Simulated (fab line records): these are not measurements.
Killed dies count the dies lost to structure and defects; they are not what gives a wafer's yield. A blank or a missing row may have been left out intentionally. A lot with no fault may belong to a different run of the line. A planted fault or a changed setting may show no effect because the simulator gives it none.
Chamber matching | flow sky130 | rieDiel-03 running SKY_POLY_CUT_ETCH_11: 4 sister chambers
The step etches Si3N4 in CF4/CH2F2/Ar, stops on poly-Si, time 42.5 s, target depth 60 nm. 4 wafers are shown with their chamber, then 7 later ones without.

WAFERS PAIRED WITH THEIR CHAMBERS
wafer  | chamber | drypumpMotorCurrentA (A)
L538.3 | 3       | 5.2
L546.5 | 0       | 5.3
L549.1 | 1       | 5.9
L549.2 | 2       | 5.8

WAFERS WITH NO CHAMBER GIVEN
wafer  | drypumpMotorCurrentA (A)
L549.3 | 5.3
L550.3 | 5.2
L550.4 | 5.3
L550.5 | 6.0
L553.1 | 5.9
L553.4 | 5.3
L553.5 | 5.2

CHAMBER TAKEN BY EACH
wafer  | from the rows above | in truth
L549.3 | 0                   | 0
L550.3 | 3                   | 3
L550.4 | 0                   | 0
L550.5 | 1                   | 1
L553.1 | 1                   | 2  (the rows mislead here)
L553.4 | 0                   | 0
L553.5 | 3                   | 3
Placed correctly: 6 of 7. From these rows, 0 cannot be placed. 1 placed wrongly.
How it was worked out, from the rows above alone: a wafer's distance from a chamber is the root of the sum, over the readings, of the square of ((its reading less the chamber's mean) divided by the reading's scatter). The wafer belongs to the nearest chamber; if the next one is less than 2 further off, it can't be placed. The mean given for a chamber averages the wafers shown for that chamber. The scatter: root of mean squared gap, hidden wafer to nearest shown wafer, with one shown wafer a chamber.
